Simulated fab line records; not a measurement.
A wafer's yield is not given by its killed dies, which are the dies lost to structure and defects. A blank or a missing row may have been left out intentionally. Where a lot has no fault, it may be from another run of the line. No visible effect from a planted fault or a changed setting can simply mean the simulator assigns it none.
Which of the tools did it? | flow sky130 | 7 lots with 21 wafers sampled at 2 steps, on a route of 708 steps

WHAT EACH GAUGE READ, for each wafer
SKY_LOCAL_INTERCONNECT_RS_MEAS_01: measures by four-point-probe.
lot  | measured     | on           | LOCAL_INTERCONNECT_TIN_RS (ohm/sq)
L927 | day 29 13:53 | filmMetro-03 | 14.40 14.22 14.42
L929 | day 30 08:05 | filmMetro-03 | 14.37 14.27 14.27
L938 | day 33 11:04 | filmMetro-03 | 14.11 14.09 14.27
L941 | day 34 08:35 | filmMetro-03 | 14.62 14.64 14.50
L945 | day 35 11:33 | filmMetro-04 | 14.28 14.28 14.17
L949 | day 36 16:29 | filmMetro-04 | 14.21 14.32 14.34
L948 | day 36 20:55 | filmMetro-03 | 14.33 14.47 14.53

TOOL THAT RAN EACH LOT (tool first, then ch and the chambers of the sampled wafers, then the start)
lot  | SKY_LI_CONTACT_CMP_02
L927 | cmp-01 ch 1,2,3, day 28 07:51
L929 | cmp-02 ch 0,1,3, day 29 02:18
L938 | cmp-01 ch 1,2, day 32 05:44
L941 | cmp-02 ch 0,2, day 33 04:06
L945 | cmp-01 ch 1,3, day 34 07:58
L949 | cmp-02 ch 2,3, day 35 12:59
L948 | cmp-02 ch 1,2,3, day 35 16:44
- SKY_LI_CONTACT_CMP_02: polishes PSG.

THE ANSWER, worked out from the rows above alone
Rule: the lots themselves supply what counts as usual. The widest of any qualifying gaps counts: lots, ordered by their means at a reading, are off when they make up no more than a third of the lots, leave a main group of 4 or more, and stand apart from it by 3 or more times the standard deviation of that group's means. The tables above print the reading to a certain number of digits; a main group whose means all agree to those digits is not used. Also off: a lot with no number at a reading for which 4 or more lots have one. All remaining lots with rows at the step are treated as sound.
No lot is off at any reading shown: from this, nothing can be told.

WHAT THE SIMULATOR HAD PUT IN
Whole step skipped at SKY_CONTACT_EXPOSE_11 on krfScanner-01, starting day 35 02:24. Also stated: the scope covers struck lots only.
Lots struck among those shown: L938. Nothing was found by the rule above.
